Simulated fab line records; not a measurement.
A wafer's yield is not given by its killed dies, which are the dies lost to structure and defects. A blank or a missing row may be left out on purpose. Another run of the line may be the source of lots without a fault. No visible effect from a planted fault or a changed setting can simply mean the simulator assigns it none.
Code-filled problem report in 8D (eight disciplines) form	flow sky130	the parts of the form that need people (team, actions taken, sign-off) are left out

== 1. WHAT IS WRONG ==
SD_N_RS at SKY_SD_N_RS_MEAS_16 reads a mean of 67.72 ohm/sq on 1 wafer of 1 lot; wafers without a fault read 68.56 ohm/sq with a standard deviation of 0.1. Measured from the usual mean, that is -8.4 standard deviations.
The step: measures by four-point-probe.
Earliest sighting: wafer L284.2 on film metro-01 at day 30 05:50. The record has a number at this step for 13 wafers belonging to 5 lots. The rule behind "out" and "out of limits": a value lying over 4 standard deviations away from the usual mean. The rest of the wafers with a number are treated as sound.

== 2. WHAT THIS IS AND IS NOT ==
question	is	is not
which readings at this step	SD_N_RS	-
which lots	L284	L278, L296, L297, L300
which wafers of those lots	all that have a number	-
read on which gauges	film metro-01	film metro-02, film metro-04
when	from day 30 05:50	up to then (3 sound wafers); but 9 sound wafers of L296, L297, L300 came after

== 3. THE SUSPECTS, EACH WITH WHAT RULES IT OUT ==
Counting: any tool at a process step up to the reading is kept as a suspect provided that every lot that is out went through it and no sound lot did after the first of them.
- ruled out: the gauge at SKY_SD_N_RS_MEAS_16. All the wafers that are out were read on film metro-01, but those of them that SKY_SD_N_RTA_14 has rows for are out there too, on other tools.
- plasma asher-01 at SKY_SD_N_STRIP_11 (strips in O2/N2): kept. It ran the lot that is out, L284 (day 30 05:26), and no sound lot after that.
- rtp anneal-01 at SKY_SD_N_RTA_14 (time 2 s): ruled out as a lasting fault. After its first lot that is out, L284 (day 30 05:40), sound lots L300 ran on it.
Remaining after the count: plasma asher-01 at SKY_SD_N_STRIP_11.

== 4. THE CAUSE (what the simulator had put in) ==
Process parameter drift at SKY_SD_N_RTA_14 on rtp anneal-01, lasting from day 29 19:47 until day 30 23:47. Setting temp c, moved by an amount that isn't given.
Counting ruled it out, wrongly: the rule takes a fault to strike every lot that its tool runs from its start on, and this one did not.

== 5. THE CHAIN OF EFFECTS, in route order ==
One row per reading whose mean, taken over the struck wafers that have a number, lies over 3 standard deviations from the usual. Readings are gone through only where the record gives a usual standard deviation; hours: the median, over the lots, of the time from a lot's start at the first step in this table giving one to that lot's start at this step; sigmas: the change measured in usual standard deviations.
hours	step	reading	usual	on struck wafers	change	sigmas
0	SKY_SD_N_RTA_14	wafer_temp_C_max	1078.0	1083.7	+5.7	+4.4
0	SKY_SD_N_RS_MEAS_16	SD_N_RS	68.56 ohm/sq	67.72	-0.84	-8.4
0	SKY_SD_N_RS_MEAS_17	SD_P_RS	147.0 ohm/sq	143.1	-3.9	-12
Process steps it contains:
- SKY_SD_N_RTA_14: time 2 s.
At these later measuring or inspecting steps, every struck wafer for which the step has a row has a number for every such reading, and none has moved that far: SKY_SD_N_RS_MEAS_18.

== 6. WHAT WOULD HAVE CAUGHT IT SOONER ==
In this record the first reading out of limits at a measuring or inspecting step was taken at day 30 05:50, 10 hours after the fault began at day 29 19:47.
At SKY_SD_N_RTA_14, the tool's own readings (wafer_temp_C_max) were out on each struck wafer the step has a row for, so an alarm limit on them would have fired on the first such wafer.
